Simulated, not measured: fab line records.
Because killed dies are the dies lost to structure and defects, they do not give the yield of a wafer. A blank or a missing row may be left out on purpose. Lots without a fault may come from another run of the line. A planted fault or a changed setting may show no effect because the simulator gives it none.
fab line records	flow sky130
record lots=6	wafers=16	last_day=50
route steps=708 shown METAL5@677 PASSIVATION@681
lots untouched by any fault: they come from a run of this same line in which no faults occurred
start_h: hours from the record's first day to the start of the lot's first wafer shown	wait_h: how many hours have passed since the lot's step before this one	" repeats the value in the row above	L1.1+2: a single row standing in for several wafers	- either no value or no given start	* or withheld: withheld	< > ~ a bound
route shown NAME@n: NAME is a module with steps in the file, n the number in the route of the first one	usual: mean/standard deviation taken from wafers without a fault	same: alike in all rows	chamber/n: place in a boat	sites: the reading at each site	_std_site: standard deviation across them	_edge_site: outer sites' mean less inner sites'	radius_mm: for every site, how far away it sits from the centre of the wafer	mask NAME#n: copy n	behind: tool/chamber where the wafer was last shaped	hold: what put the lot on hold/how long, in hours/how the hold closed	device: names the non-switching transistor (n, p or np)	end of line: the tests these same wafers got at the end of their route	a step without rows: its recipe alone	killed: not the wafer's yield, but the dies lost to structure and defects at the first sort	map: a wafer's dies, marking killed ones x, the rest . and places with no die _
set.NAME: the run value of the setting; set.NAME@STEP: its run value at that earlier step	model.NAME: the simulator's own value behind a step, which no gauge read
lots seen at some steps along the route; tables by step, rows by wafer
services: a tool's chamber out of use, with start hour (start_h, from the record's first day; less than 0 if before it), hours out, and reason
## steps
# step SKY_METAL5_STRIP_16
# recipe chemistry=O2/N2	power_w=1400	pressure_mtorr=1500	platen_temp_c=withheld	o2_flow_sccm=3000	n2_flow_sccm=300	overash_fraction=0.5
# usual drypump_motor_current_A=5.8/0.52	oes_product_au=0.710/0.0046	strip_time_to_endpoint_s=13.01/0.12
lot.wafer	tool	chamber	start_h	wait_h	drypump_motor_current_A	oes_product_au	rf_hours_counter_h	strip_time_to_endpoint_s
L992.2	plasma_asher-01	1	1016.38	0.2	6.5	0.701	122	12.95
L992.3	"	0	"	"	6.5	0.710	-	12.98
L992.6	"	1	"	"	6.6	0.711	-	12.94
L997.1	plasma_asher-04	1	1061.89	0.2	5.2	0.713	88	13.10
L997.4	"	0	"	"	5.6	0.705	-	13.02
L100.4	plasma_asher-03	0	1081.03	0.1	5.6	0.715	-	13.24
L100.6	"	1	"	"	5.8	0.712	-	13.02
L107.1	plasma_asher-04	1	1125.18	0.2	5.2	0.717	94	13.01
L107.5	"	0	"	"	5.6	0.716	-	13.13
L107.6	"	1	"	"	5.2	0.707	-	12.88
L111.3	plasma_asher-03	0	1156.91	0.1	5.6	0.719	-	13.01
L111.4	"	1	"	"	5.8	0.718	-	12.87
L111.5	"	0	"	"	5.6	0.701	-	12.98
L115.1	plasma_asher-01	1	1166.84	0.2	6.5	0.711	10	13.02
L115.3	"	0	"	"	6.5	0.712	-	12.99
L115.6	"	0	"	"	6.5	0.711	-	13.03
# step SKY_METAL5_STRIP_17
# recipe chemistry=post_etch_residue_remover	time_s=1200	temp_c=72.5
# step SKY_METAL5_CLEAN_18
# recipe chemistry=IPA	time_s=180	temp_c=25
# step SKY_METAL5_CLEAN_19
# recipe chemistry=O3/DIW	dry=n2_spin
# step SKY_PASSIVATION_CVD_00
# recipe material=SiO2	target_thk_nm=90	temp_c=400	time_s=withheld	rf_w=600
# usual heater_power_w=697/78
lot.wafer	tool	chamber	start_h	wait_h	heater_power_w
L992.2	pecvd-03	1	1016.99	0.0	464
L992.3	"	0	"	"	817
L992.6	"	2	"	"	754
L997.1	pecvd-03	1	1062.49	0.0	529
L997.4	"	0	"	"	806
L100.4	pecvd-01	2	1081.62	0.0	746
L100.6	"	1	"	"	785
L107.1	pecvd-04	2	1125.78	0.0	645
L107.5	"	1	"	"	695
L107.6	"	0	"	"	597
L111.3	pecvd-01	0	1157.47	0.0	684
L111.4	"	2	"	"	696
L111.5	"	1	"	"	687
L115.1	pecvd-01	2	1167.44	0.0	648
L115.3	"	0	"	"	722
L115.6	"	1	"	"	672
# step SKY_PASSIVATION_THK_MEAS_01
# recipe reads=SiO2_of_PASSIVATION_CVD_00
# usual PASSIVATION_CVD_00_THK=90.5/1.2
lot.wafer	tool	chamber	start_h	wait_h	PASSIVATION_CVD_00_THK[nm]
L992.2	film_metro-02	-	1017.02	-	89.6
L992.3	"	-	"	"	89.6
L992.6	"	-	"	"	91.5
L997.1	film_metro-04	-	1062.52	-	91.0
L997.4	"	-	"	"	93.4
L100.4	film_metro-02	-	1081.66	-	90.3
L100.6	"	-	"	"	91.4
L107.1	film_metro-02	-	1125.80	-	89.1
L107.5	"	-	"	"	90.8
L107.6	"	-	"	"	91.4
L111.3	film_metro-04	-	1157.51	-	88.6
L111.4	"	-	"	"	91.3
L111.5	"	-	"	"	91.3
L115.1	film_metro-04	-	1167.46	-	88.4
L115.3	"	-	"	"	88.2
L115.6	"	-	"	"	89.7
# step SKY_PASSIVATION_CVD_02
# recipe material=Si3N4	target_thk_nm=540	temp_c=400	time_s=withheld	rf_w=450
# usual heater_power_w=735/76
lot.wafer	tool	chamber	start_h	wait_h	heater_power_w
L992.2	pecvd-04	0	1017.07	0.0	673
L992.3	"	0	"	"	685
L992.6	"	0	"	"	720
L997.1	pecvd-01	0	1062.58	0.1	750
L997.4	"	0	"	"	760
L100.4	pecvd-04	2	1081.81	0.1	587
L100.6	"	0	"	"	744
L107.1	pecvd-01	0	1125.86	0.1	743
L107.5	"	1	"	"	862
L107.6	"	0	"	"	794
L111.3	pecvd-04	1	1157.55	0.0	826
L111.4	"	1	"	"	659
L111.5	"	0	"	"	771
L115.1	pecvd-04	2	1167.52	0.1	655
L115.3	"	0	"	"	735
L115.6	"	0	"	"	760
# step SKY_PASSIVATION_THK_MEAS_03
# recipe reads=Si3N4_of_PASSIVATION_CVD_02
# usual PASSIVATION_CVD_02_THK=541/6.7
lot.wafer	tool	chamber	start_h	wait_h	PASSIVATION_CVD_02_THK[nm]
L992.2	film_metro-01	-	1017.42	-	539
L992.3	"	-	"	"	543
L992.6	"	-	"	"	542
L997.1	film_metro-01	-	1062.81	-	534
L997.4	"	-	"	"	543
L100.4	film_metro-01	-	1081.95	-	538
L100.6	"	-	"	"	535
L107.1	film_metro-04	-	1126.08	-	534
L107.5	"	-	"	"	534
L107.6	"	-	"	"	540
L111.3	film_metro-02	-	1157.80	-	544
L111.4	"	-	"	"	553
L111.5	"	-	"	"	548
L115.1	film_metro-02	-	1167.74	-	530
L115.3	"	-	"	"	541
L115.6	"	-	"	"	548
# step SKY_PASSIVATION_DEHYDRATE_04
# recipe temp_c=200	time_s=60
# step SKY_PASSIVATION_HMDS_05
# recipe prime_time_s=60	prime_temp_c=120
# step SKY_PASSIVATION_COAT_06
# recipe spin_rpm=2000	resist_thk_nm=3000
# step SKY_PASSIVATION_SOFTBAKE_07
# recipe temp_c=110	time_s=withheld
# step SKY_PASSIVATION_EXPOSE_08
# recipe mask_id=NSM	target_cd_nm=3000	na=0.57	dose_mj=260
# usual stage_vel_mm_s=500.04/0.27
lot.wafer	tool	chamber	start_h	wait_h	mask	stage_vel_mm_s
L992.2	iline_stepper-01	0	1029.22	-	NSM#0	499.83
L992.3	"	0	"	"	NSM#0	500.30
L992.6	"	0	"	"	NSM#0	500.27
L997.1	iline_stepper-01	0	1073.55	-	NSM#0	499.97
L997.4	"	0	"	"	NSM#0	499.91
L100.4	iline_stepper-01	0	1092.60	-	NSM#0	499.55
L100.6	"	0	"	"	NSM#0	499.70
L107.1	iline_stepper-02	0	1136.25	-	NSM#0	500.33
L107.5	"	0	"	"	NSM#0	500.41
L107.6	"	0	"	"	NSM#0	500.48
L111.3	iline_stepper-01	0	1166.31	-	NSM#0	499.96
L111.4	"	0	"	"	NSM#0	500.15
L111.5	"	0	"	"	NSM#0	499.80
L115.1	iline_stepper-02	0	1176.59	-	NSM#0	499.84
L115.3	"	0	"	"	NSM#0	500.07
L115.6	"	0	"	"	NSM#0	500.25
# step SKY_PASSIVATION_PEB_09
# recipe temp_c=115	time_s=withheld
# step SKY_PASSIVATION_DEVELOP_10
# recipe develop_time_s=60	dev_temp_c=23
# step SKY_PASSIVATION_ETCH_11
# recipe chemistry=CF4/O2	target_depth_nm=725	stop_on=AlCu	source_w=800	bias_w=150	pressure_mtorr=150	cf4_flow_sccm=80	O2_flow_sccm=10	time_s=161.1
# usual drypump_motor_current_A=5.7/0.48	oes_product_au=0.978/0.0067	throttle_valve_pct=5.964/0.0084
lot.wafer	tool	chamber	start_h	wait_h	drypump_motor_current_A	oes_product_au	rf_hours_counter_h	throttle_valve_pct	model.PASSIVATION.cd_nm
L992.2	rie_diel-03	1	1040.03	-	4.7	0.975	8	5.963	3006
L992.3	"	2	"	"	5.7	0.983	19	5.964	3006
L992.6	"	3	"	"	5.3	0.984	-	5.979	3000
L997.1	rie_diel-03	1	1082.69	-	4.7	0.966	10	5.969	3088
L997.4	"	2	"	"	5.8	0.985	20	5.961	2995
L100.4	rie_diel-02	0	1101.44	-	6.0	0.968	22	5.966	2999
L100.6	"	1	"	"	6.0	0.973	-	5.949	3087
L107.1	rie_diel-03	3	1145.12	-	5.3	0.971	16	5.964	3000
L107.5	"	0	"	"	6.3	0.974	-	5.959	3001
L107.6	"	1	"	"	4.7	0.981	-	5.973	3000
L111.3	rie_diel-02	2	1174.57	-	5.7	0.982	24	5.960	2992
L111.4	"	1	"	"	6.0	0.980	17	5.957	2988
L111.5	"	2	"	"	5.7	0.990	-	5.960	2988
L115.1	rie_diel-03	3	1184.22	-	5.4	0.983	17	5.972	2986
L115.3	"	1	"	"	4.7	0.978	13	5.969	2992
L115.6	"	0	"	"	6.3	0.978	-	5.954	2986
# step SKY_PASSIVATION_STRIP_12
# recipe chemistry=O2/N2	power_w=1400	pressure_mtorr=1500	platen_temp_c=withheld	overash_fraction=0.7	o2_flow_sccm=3000	n2_flow_sccm=300
# usual drypump_motor_current_A=5.52/0.19	oes_product_au=0.660/0.0047	strip_time_to_endpoint_s=31.55/0.13
lot.wafer	tool	chamber	start_h	wait_h	drypump_motor_current_A	oes_product_au	rf_hours_counter_h	strip_time_to_endpoint_s
L992.2	plasma_asher-03	1	1040.14	0.1	5.72	0.655	63	31.33
L992.3	"	0	"	"	5.59	0.663	-	31.37
L992.6	"	0	"	"	5.59	0.663	-	31.38
L997.1	plasma_asher-03	1	1082.79	0.1	5.73	0.660	68	31.63
L997.4	"	1	"	"	5.75	0.656	-	31.51
L100.4	plasma_asher-04	0	1101.57	0.1	5.52	0.654	-	31.40
L100.6	"	0	"	"	5.51	0.658	-	31.38
L107.1	plasma_asher-02	1	1145.23	0.1	5.69	0.665	42	31.60
L107.5	"	1	"	"	5.69	0.663	-	31.52
L107.6	"	0	"	"	5.32	0.653	-	31.49
L111.3	plasma_asher-03	1	1174.71	0.1	5.72	0.663	-	31.47
L111.4	"	0	"	"	5.58	0.663	-	31.76
L111.5	"	0	"	"	5.56	0.660	-	31.53
L115.1	plasma_asher-03	0	1184.33	0.1	5.56	0.659	77	31.63
L115.3	"	0	"	"	5.56	0.658	-	31.66
L115.6	"	0	"	"	5.58	0.659	-	31.65
## services
tool	chamber	start_h	hours	kind
pecvd-04	1	999.38	-	clean
pecvd-04	1	999.38	-	consumable_replace:showerhead
pecvd-04	1	999.38	29.0	scheduled_down
pecvd-03	-	1001.78	14.6	pm
pecvd-01	2	1022.87	8.4	repair
rie_diel-02	2	1032.02	5.8	repair
rie_diel-03	2	1040.24	4.1	repair
plasma_asher-01	-	1047.71	13.1	repair
plasma_asher-01	-	1060.80	9.0	pm
plasma_asher-02	-	1065.97	2.8	repair
rie_diel-03	-	1067.51	4.0	pm
iline_stepper-01	-	1068.95	1.7	pm
iline_stepper-02	-	1070.62	1.7	pm
plasma_asher-04	-	1104.64	3.3	repair
iline_stepper-02	-	1106.68	4.5	repair
plasma_asher-02	-	1110.92	3.7	repair
rie_diel-03	1	1113.73	13.3	repair
pecvd-04	-	1131.09	1.5	repair
pecvd-04	-	1131.97	0.7	repair
pecvd-04	-	1142.15	1.4	repair
pecvd-03	-	1143.27	1.3	repair
rie_diel-03	2	1163.18	1.5	repair
pecvd-03	-	1173.08	1.5	repair
pecvd-01	0	1179.54	10.2	repair
## key
first_sign none at tools or gauges
model_effect step=SKY_PASSIVATION_ETCH_11	value=PASSIVATION.cd_nm	without=2998	struck=3087
met_at SKY_PASSIVATION_EXPOSE_08
struck_wafers L997.1,L100.6
onset_between 1029.22 1073.55
fault kind=process_parameter_drift	tool=iline_stepper-01	chamber=-	onset_h=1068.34	steps=SKY_PASSIVATION_EXPOSE_08	channel=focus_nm	offset=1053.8	shape=step	end_h=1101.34	scope=struck_wafers_only
